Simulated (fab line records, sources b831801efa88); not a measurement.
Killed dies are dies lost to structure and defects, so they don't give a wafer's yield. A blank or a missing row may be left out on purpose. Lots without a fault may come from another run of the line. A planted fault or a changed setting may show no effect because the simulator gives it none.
Tool commonality check | flow sky130 | 13 lots, 45 wafers sampled

WHY IT WAS OPENED
At SKY_METAL4_CD_MEAS_13 the reading cd_nm is flagged on 2 of 13 lots. Wafers without a fault read 299.5 nm, standard deviation 1.5.
Rule: a lot is flagged when every wafer of it that has a number lies more than 4 standard deviations from that mean, or none has a number. The other lots count as sound.

lot  | measured     | on        | cd_nm (nm), wafer by wafer          | flag
L469 | day 41 13:32 | cd_sem-01 | 301.4 300.8 300.2                   |
L471 | day 42 07:53 | cd_sem-01 | 299.6 301.3 301.1                   |
L470 | day 42 15:25 | cd_sem-01 | 298.5 298.0 298.2                   |
L472 | day 42 16:47 | cd_sem-01 | 302.4 302.0 303.5                   |
L473 | day 42 18:13 | cd_sem-01 | 301.2 300.4 300.7                   |
L474 | day 43 06:38 | cd_sem-01 | 300.3 302.3 300.5                   |
L475 | day 43 16:58 | cd_sem-02 | 297.5 295.1 297.7                   |
L478 | day 44 13:48 | cd_sem-02 | 221.8 204.4 168.6 221.7 204.0 168.1 | FLAGGED
L479 | day 44 21:16 | cd_sem-01 | 164.4 223.3 149.6 164.4 223.1 149.4 | FLAGGED
L488 | day 47 03:49 | cd_sem-02 | 300.4 298.5 301.3                   |
L489 | day 47 13:29 | cd_sem-01 | 299.3 299.4 300.0                   |
L491 | day 47 19:20 | cd_sem-02 | 298.0 298.9 299.3                   |
L492 | day 47 20:46 | cd_sem-01 | 299.4 299.0 299.8                   |
The numbers of the flagged lots are 188.6 nm on average: -110.9 nm against the usual, or -74 standard deviations.

WHICH TOOL RAN EACH LOT
The record holds 2 process steps before the reading, out of a route of 708 steps. In each cell: the tool, then ch and the chambers that the sampled wafers went through, then the start.
lot  | flag    | SKY_METAL4_SPUTTER_03        | SKY_METAL4_EXPOSE_10
L469 |         | pvd_sputter-04, day 39 11:55 | krf_scanner-01 ch 0, day 41 01:26
L471 |         | pvd_sputter-04, day 40 07:13 | krf_scanner-02 ch 0, day 41 20:39
L470 |         | pvd_sputter-03, day 40 14:38 | krf_scanner-02 ch 0, day 42 03:26
L472 |         | pvd_sputter-03, day 40 16:59 | krf_scanner-02 ch 0, day 42 04:58
L473 |         | pvd_sputter-02, day 40 17:07 | krf_scanner-02 ch 0, day 42 06:03
L474 |         | pvd_sputter-04, day 41 06:46 | krf_scanner-02 ch 0, day 42 19:32
L475 |         | pvd_sputter-04, day 41 17:10 | krf_scanner-02 ch 0, day 43 05:11
L478 | FLAGGED | pvd_sputter-02, day 42 15:44 | krf_scanner-02 ch 0, day 44 02:50
L479 | FLAGGED | pvd_sputter-03, day 42 23:17 | krf_scanner-02 ch 0, day 44 10:22
L488 |         | pvd_sputter-04, day 45 10:47 | krf_scanner-01 ch 0, day 46 18:59
L489 |         | pvd_sputter-04, day 45 20:04 | krf_scanner-01 ch 0, day 47 03:29
L491 |         | pvd_sputter-03, day 46 01:58 | krf_scanner-01 ch 0, day 47 10:02
L492 |         | pvd_sputter-03, day 46 03:53 | krf_scanner-01 ch 0, day 47 11:33
What these steps do:
- SKY_METAL4_SPUTTER_03: material Ti, target thk 5 nm, time 3.3 s.
- SKY_METAL4_EXPOSE_10: exposes mask MM4, target cd 300 nm.
- SKY_METAL4_CD_MEAS_13: target cd 300 nm.

FLAGGED OVER TOTAL, TOOL BY TOOL (the gauges that took the reading come last)
step                  | tool           | lots run | flagged | share of the flagged lots | sound lots run after its first flagged lot
SKY_METAL4_SPUTTER_03 | pvd_sputter-02 | 2        | 1       | some                      | 0
SKY_METAL4_SPUTTER_03 | pvd_sputter-03 | 5        | 1       | some                      | 2 (L491,L492)
SKY_METAL4_SPUTTER_03 | pvd_sputter-04 | 6        | 0       | none                      | -
SKY_METAL4_EXPOSE_10  | krf_scanner-01 | 5        | 0       | none                      | -
SKY_METAL4_EXPOSE_10  | krf_scanner-02 | 8        | 2       | all                       | 0
SKY_METAL4_CD_MEAS_13 | cd_sem-01      | 9        | 1       | some                      | 2 (L489,L492)
SKY_METAL4_CD_MEAS_13 | cd_sem-02      | 4        | 1       | some                      | 2 (L488,L491)

WHAT THE TABLE ALLOWS
1 row of the table ran every flagged lot: krf_scanner-02 at SKY_METAL4_EXPOSE_10.
- krf_scanner-02 at SKY_METAL4_EXPOSE_10: 2 of its 8 lots flagged. Its last sound lot is L475 (day 43 05:11), its first flagged lot L478 (day 44 02:50): a fault that began between those two fits.
One tool is left: krf_scanner-02 at SKY_METAL4_EXPOSE_10.

WHAT THE SIMULATOR HAD PUT IN
Process parameter drift: krf_scanner-02, from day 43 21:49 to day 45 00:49, at SKY_METAL4_EXPOSE_10. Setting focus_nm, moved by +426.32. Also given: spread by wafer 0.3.
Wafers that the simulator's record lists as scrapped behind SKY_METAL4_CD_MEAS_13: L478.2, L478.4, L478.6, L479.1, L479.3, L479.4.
Lots struck among those shown: L478, L479. The rule above found the same.
